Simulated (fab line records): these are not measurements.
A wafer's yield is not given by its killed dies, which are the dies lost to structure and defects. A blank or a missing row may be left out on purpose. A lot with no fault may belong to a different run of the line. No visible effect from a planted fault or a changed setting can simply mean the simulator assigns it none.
A struck lot beside a sound one ; flow sky130 ; 18 out of 708 route steps
Sound: the wafers L991.1, L991.3, L991.6. Struck: wafer L105.4 (L105.1, L105.3, from the same lot, were not struck and are left out); the cause is given at the end.
For every step that has rows: the tool of each side, followed by ch and its chambers, followed by its first start. Under that, the readings that differ: sound wafers ; struck wafers ; difference of the means ; sigmas: that difference in standard deviations of wafers without a fault.
alike: words and numbers the same on both sides, and readings whose means are apart by under 2 such deviations; not compared: readings that were withheld, readings missing a value for some wafer, numbers with overlapping values and no deviation given by the record, and bounds like >300 which may hide the same value.
The two part at a step that has a row with sigmas, a row that says differs or no value, or rows on one side only. Numbers that don't overlap but have no deviation are shown without sigmas and don't part them. A reading missing from all wafers of one side parts the sides only when that side holds two or more wafers.

SKY_VIA1_ETCH_15: etches SiO2 in C4F8/O2/Ar, stops on TiN, target depth 351 nm, time 54 s.
  sound on rieDiel-03 ch 0,1,3, day 34 07:23; struck on rieDiel-03 ch 0, day 38 20:14
  alike: oesProductAu
SKY_VIA1_STRIP_16: strips in O2/N2.
  sound on plasmaAsher-01 ch 0,1, day 34 07:26; struck on plasmaAsher-04 ch 0, day 38 20:17
reading;sound;struck;difference;sigmas
drypumpMotorCurrentA (A);6.0 5.9 5.4;4.8;-1.0;-2
oesProductAu (a.u.);0.419 0.425 0.414;0.409;-0.010;-2
  alike: stripTimeToEndpointS
  not compared: rfHoursCounterH
then, 3 steps without rows for these wafers: SKY_VIA1_STRIP_17 (strips in post etch residue remover, time 1200 s); SKY_VIA1_CLEAN_18 (cleans in IPA, time 180 s); SKY_VIA1_CLEAN_19 (cleans in O3/DIW).
SKY_VIA1_SPUTTER_20: material TiN, target thk 20 nm, time 80 s.
  struck on pvdSputter-04, day 38 20:57; sound on pvdSputter-02, day 34 08:01
  alike: chamberPressurePa, throttleValvePct
then, 1 step without rows for these wafers: SKY_VIA1_CVD_21 (deposits W, target thk 270 nm, time 80.902 s).
SKY_VIA1_RS_MEAS_22: measurement is done with a four-point probe.
  struck on filmMetro-02, day 38 21:07; sound on filmMetro-02, day 34 08:10
  alike: VIA1_W_RS
SKY_VIA1_THK_MEAS_23: measures by xrf.
  struck on filmMetro-02, day 38 21:14; sound on filmMetro-02, day 34 08:17
  alike: VIA1_W_THK
SKY_VIA1_CMP_24: polishes, stops on SiO2, t overpolish 15 s, target thk 0 nm.
  sound on cmp-01 ch 1,2, day 34 08:21; struck on cmp-02 ch 2, day 38 21:17
  alike: edgeZonePressureFrac, headPressurePsi, motorCurrentA, overpolishRunS, slurryFlowMlMin, timeToEndpointS
then, 2 steps without rows for these wafers: SKY_METAL2_SPUTTER_00 (material Ti, target thk 15 nm, time 10 s); SKY_METAL2_SPUTTER_01 (material TiN, target thk 20 nm, time 16.7 s).
SKY_METAL2_SPUTTER_02: material AlCu, target thk 250 nm, time 13.3 s.
  struck on pvdSputter-03, day 38 21:38; sound on pvdSputter-01, day 34 08:42
reading;sound;struck;difference;sigmas
chamberPressurePa (Pa);0.4009 0.3998 0.4005;0.3199;-0.0805;-99 or more
throttleValvePct (%);29.5 31.2 29.1;34.7;+4.8;+5
model.AlCu_of_METAL2_SPUTTER_02.thkNm (nm);251.9 241.1 245.3;259.3;+13.2;
SKY_METAL2_SPUTTER_03: material Ti, target thk 5 nm, time 3.3 s.
  struck on pvdSputter-03, day 38 21:40; sound on pvdSputter-01, day 34 08:43
  alike: chamberPressurePa, throttleValvePct
then, 1 step without rows for these wafers: SKY_METAL2_SPUTTER_04 (material TiN, target thk 70 nm, time 58.3 s).
SKY_METAL2_RS_MEAS_05: measurement is done with a four-point probe.
  struck on filmMetro-03, day 38 21:44; sound on filmMetro-03, day 34 08:47
reading;sound;struck;difference;sigmas
METAL2_ALCU_RS (ohm/sq);0.1256 0.1315 0.1293;0.1202;-0.0086;-4
SKY_METAL2_THK_MEAS_06: measures by xrf.
  struck on filmMetro-03, day 38 21:51; sound on filmMetro-03, day 34 08:55
reading;sound;struck;difference;sigmas
METAL2_ALCU_THK (nm);248 237 241;256;+14;+4
-- the record jumps here: 11 days lie between the struck wafers' starts before and after (it left off in module METAL2 and takes up again in module PAD_OPEN, whose first step shown is number 708 of the route) --
SKY_PAD_OPEN_PROBE_99:
  struck on prober-01, day 49 12:16; sound on prober-01, day 46 05:09
reading;sound;struck;difference;sigmas
model.etest.met2.rsOhmSq;0.1278 0.1328 0.1299;0.124;-0.006;
  alike: defectLimitedYield, killed_at_M0_to_M3, killed_at_M4_up, killedAtContacts, killedAtFrontEnd, killedAtOther, killedDies, killedOpen, killedShort, sort_bin_3_pad_short, sort_bin_5_function, sort_bin_6_memory, sortNPass, sortYieldPct

WHERE THEY PART
First at SKY_VIA1_STRIP_16; last, within this record, at SKY_METAL2_THK_MEAS_06. Later steps at which nothing parts them and some readings are alike: SKY_PAD_OPEN_PROBE_99.

WHY: what the simulator had put in
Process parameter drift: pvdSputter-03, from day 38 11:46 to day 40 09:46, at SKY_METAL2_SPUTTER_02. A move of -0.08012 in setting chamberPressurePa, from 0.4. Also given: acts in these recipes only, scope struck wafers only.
